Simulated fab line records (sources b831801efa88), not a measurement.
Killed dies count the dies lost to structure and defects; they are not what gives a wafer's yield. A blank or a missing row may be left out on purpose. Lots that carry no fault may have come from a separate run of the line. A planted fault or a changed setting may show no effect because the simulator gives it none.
Struck lot and sound lot, side by side -- flow sky130 -- 16 out of 708 route steps
Sound: the wafers L274.2, L274.4, L274.5. The struck wafers were L275.2, L275.3, L275.4. The cause is named last.
At each step with rows: each side's tool, then ch and its chambers, then its first start. Under that, the readings that differ: sound wafers -- struck wafers -- difference of the means -- sigmas: that difference in standard deviations of wafers without a fault.
alike: readings whose means differ by less than 2 such deviations, and words and numbers that are the same on both sides. not compared: withheld readings, readings that some wafer has no value for, bounds like >300 that may hide the same value, and numbers for which the record gives no deviation and whose values overlap.
A row with sigmas, a row that says differs or no value, or rows on one side alone: a step with any of these is where the two part. Non-overlapping numbers with no deviation appear without sigmas and do not part them. A reading missing from all wafers of one side parts the sides only when that side holds two or more wafers.

SKY_NWELL_RS_MEAS_29: uses a four-point probe to measure.
  sound on filmMetro-02, day 5 16:28; struck on filmMetro-03, day 6 00:52
  alike: NWELL_RS
SKY_NWELL_RS_MEAS_31: uses a four-point probe to measure.
  sound on filmMetro-02, day 5 16:43; struck on filmMetro-03, day 6 01:06
  alike: PWDE_RS
then, 7 steps without rows for these wafers: SKY_VT_ADJUST_HVTP_DEHYDRATE_00 (time 60 s); SKY_VT_ADJUST_HVTP_HMDS_01 (prime time 60 s); SKY_VT_ADJUST_HVTP_COAT_02 (resist thk 1140 nm); SKY_VT_ADJUST_HVTP_SOFTBAKE_03 (time 60 s); SKY_VT_ADJUST_HVTP_EXPOSE_04 (exposes mask HVTPM, target cd 380 nm); SKY_VT_ADJUST_HVTP_PEB_05; SKY_VT_ADJUST_HVTP_DEVELOP_06 (develop time 60 s).
SKY_VT_ADJUST_HVTP_CD_MEAS_07: the cd target is 380 nm.
  sound on cdSem-01, day 6 10:27; struck on cdSem-01, day 6 18:43
  alike: cdNm
SKY_VT_ADJUST_HVTP_OVL_MEAS_08:
  sound on overlay-02, day 6 10:33; struck on overlay-02, day 6 18:49
  alike: VT_ADJUST_HVTP_OVL
SKY_VT_ADJUST_HVTP_IMPLANT_09:
  sound on implanter-02 ch 0, day 6 10:37; struck on implanter-02 ch 0, day 6 18:53
reading,sound,struck,difference,sigmas
beamEnergyKeV,149.98 149.98 149.90,159.02 159.03 158.95,+9.05,+99 or more
model.implant.rpNm (nm),84.08 84.08 84.08,87.76 87.76 87.76,+3.68,
model.implant.drpNm (nm),33.4 33.4 33.4,35.07 35.07 35.07,+1.67,
SKY_VT_ADJUST_HVTP_STRIP_10: strips in O2/N2.
  sound on plasmaAsher-02 ch 0,1, day 6 10:44; struck on plasmaAsher-03 ch 0,1, day 6 19:00
  alike: drypumpMotorCurrentA, oesProductAu, stripTimeToEndpointS
  not compared: rfHoursCounterH
SKY_VT_ADJUST_HVTP_TW_MEAS_11:
  sound on filmMetro-02, day 6 10:52; struck on filmMetro-02, day 6 19:07
reading,sound,struck,difference,sigmas
VT_ADJUST_HVTP_TW,1353 1359 1358,1383 1379 1378,+23,+4
then, 1 step without rows for these wafers: SKY_VT_ADJUST_LVTN_DEHYDRATE_00 (time 60 s).
-- a jump in the record: the struck wafers' starts before and after are 40 days apart (it breaks off in module VT_ADJUST_LVTN and resumes in module PAD_OPEN, where the first step shown is number 708 of the route) --
SKY_PAD_OPEN_PROBE_99:
  sound on prober-02, day 45 22:38; struck on prober-02, day 46 16:34
reading,sound,struck,difference,sigmas
model.etest.tipP.rsOhmSq,6863 6836 6859,6678 6665 6621,-198,
model.etest.pfet_01v8.driveUaUm,189.9 184.8 193.9,203.6 202.9 201.3,+13.1,
model.etest.pfet_01v8_mvt.driveUaUm,149.4 148.7 154.6,161.4 161.7 160,+10.1,
model.etest.pfet_01v8_hvt.driveUaUm,142.2 137 145.9,152.7 152.1 150.7,+10.1,
model.etest.pfet_01v8_mvt.offLog10AUm,-10.46 -10.54 -10.43,-9.695 -9.889 -9.618,+0.743,
model.etest.pfet_01v8.offLog10AUm,-9.668 -10.22 -9.474,-8.985 -9.121 -9.049,+0.736,
model.etest.sramPfetLatch.offLog10AUm,-12.84 -13.12 -12.78,-12.43 -12.24 -12.21,+0.62,
model.etest.pfet_01v8_hvt.offLog10AUm,-13.14 -13.36 -13.12,-12.47 -12.69 -12.69,+0.59,
  alike: killed_at_M0_to_M3, killed_at_M4_up, killedAtContacts, killedAtFrontEnd, killedAtOther, killedDies, killedOpen, killedShort

== WHERE THEY PART ==
First at SKY_VT_ADJUST_HVTP_IMPLANT_09; last, within this record, at SKY_VT_ADJUST_HVTP_TW_MEAS_11. Later steps at which nothing parts them and some readings are alike: SKY_PAD_OPEN_PROBE_99.

WHY: whatever the simulator had introduced
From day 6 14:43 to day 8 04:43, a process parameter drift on implanter-02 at SKY_VT_ADJUST_HVTP_IMPLANT_09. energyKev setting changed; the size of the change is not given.
